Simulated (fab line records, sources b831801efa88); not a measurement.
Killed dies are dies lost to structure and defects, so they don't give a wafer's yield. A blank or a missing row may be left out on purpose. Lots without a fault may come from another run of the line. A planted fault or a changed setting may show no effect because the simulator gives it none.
A struck lot beside a sound one | flow sfq_line | 14 steps out of a route of 325
Sound: wafers L689.3, L689.4, L689.6. Struck: wafers L678.1, L678.2, L678.6. The cause comes at the end.
At each step with rows: each side's tool, then ch and its chambers, then its first start. Under that, the readings that differ: sound wafers | struck wafers | difference of the means | sigmas: that difference in standard deviations of wafers without a fault.
alike: readings whose means differ by less than 2 such deviations, and words and numbers that are the same on both sides. not compared: withheld readings, readings that some wafer has no value for, bounds like >300 that may hide the same value, and numbers for which the record gives no deviation and whose values overlap.
The two part at a step that has a row with sigmas, a row that says differs or no value, or rows on one side only. Numbers that don't overlap but have no deviation are shown without sigmas and don't part them. A reading that every wafer of one side lacks parts them only if that side has two wafers or more.

SFQ_M4_OVL_MEAS_926:
  sound on overlay-01, day 38 19:02; struck on overlay-01, day 35 16:55
  alike: M4_OVL
SFQ_TRILAYER_M4_BARC_OPEN_METAL_ETCH_123: etches BARC in O2, target depth 125 nm, time 41.7 s.
  sound on rie_metal-04 ch 0,1, day 38 19:04; struck on rie_metal-02 ch 0,1, day 35 16:56
  reading                      | sound       | struck      | difference | sigmas
  he_backside_leak_sccm (sccm) | 3.1 3.4 3.1 | 3.3 3.7 4.9 | +0.8       | +2
  alike: drypump_motor_current_A, oes_product_au
  not compared: rf_hours_counter_h
SFQ_TRILAYER_M4_ETCH_METAL_ETCH_096: etches Nb in Cl2/Ar, stops on SiO2, target depth 240 nm, time 120 s.
  sound on rie_metal-04 ch 0,1, day 38 19:09; struck on rie_metal-02 ch 0,1, day 35 17:00
  alike: drypump_motor_current_A, he_backside_leak_sccm, oes_product_au
  not compared: rf_hours_counter_h
SFQ_TRILAYER_M4_STRIP_STRIP_097: strips in O2.
  sound on rie_metal-04 ch 0,1, day 38 19:26; struck on rie_metal-02 ch 0,1, day 35 17:08
  alike: drypump_motor_current_A, he_backside_leak_sccm, oes_product_au
  not compared: rf_hours_counter_h
then, 1 step without rows for these wafers: SFQ_TRILAYER_M4_STRIP_SOLV_CLEAN_098 (cleans in NMP, time 600 s).
SFQ_TRILAYER_I4_DEP_PECVD_099: deposits SiO2 from SiH4/N2O, time 111.11 s, target thk 500 nm.
  sound on pecvd-01 ch 0,1,2, day 38 20:02; struck on pecvd-01 ch 1,2, day 35 17:54
  alike: heater_power_w, throttle_valve_pct
  not compared: since_wet_clean_h
-- the record jumps here: 2 days lie between the struck wafers' starts before and after --
SFQ_TRILAYER_I4_CMP_CMP_100: polishes SiO2.
  sound on cmp-01 ch 0,3, day 40 22:24; struck on cmp-02 ch 0,2,3, day 37 18:05
  alike: head_pressure_psi, motor_current_A, time_to_endpoint_s
SFQ_I4_BOW_MEAS_927:
  sound on film_metro-01, day 41 00:56; struck on film_metro-04, day 37 20:35
  alike: I4_BOW
then, 4 steps without rows for these wafers: SFQ_TRILAYER_I4_METRO_MEASURE_101; SFQ_TRILAYER_I4_VIA_LITHO_COAT_108 (resist thk 62 nm); SFQ_TRILAYER_I4_VIA_LITHO_COAT_103 (resist thk 650 nm); SFQ_TRILAYER_I4_VIA_LITHO_SOFTBAKE_107.
-- the record jumps here: 4 days lie between the struck wafers' starts before and after --
SFQ_TRILAYER_I4_VIA_LITHO_EXPOSE_104: exposes mask I4, target cd 700 nm.
  sound on krf_scanner-01 ch 0, day 45 20:15; struck on krf_scanner-01, day 41 15:34
  no value came back on the struck wafers for exposure_dose_mJ_cm2, focus_offset_nm (nm), na; on the sound wafers exposure_dose_mJ_cm2 reads 21.320 21.320 21.316
  alike: mask
then, 1 step without rows for these wafers: SFQ_TRILAYER_I4_VIA_LITHO_PEB_106 (peb time 60 s).

WHERE THEY PART
First at SFQ_TRILAYER_M4_BARC_OPEN_METAL_ETCH_123; last, within this record, at SFQ_TRILAYER_I4_VIA_LITHO_EXPOSE_104.

WHY: what the simulator had put in
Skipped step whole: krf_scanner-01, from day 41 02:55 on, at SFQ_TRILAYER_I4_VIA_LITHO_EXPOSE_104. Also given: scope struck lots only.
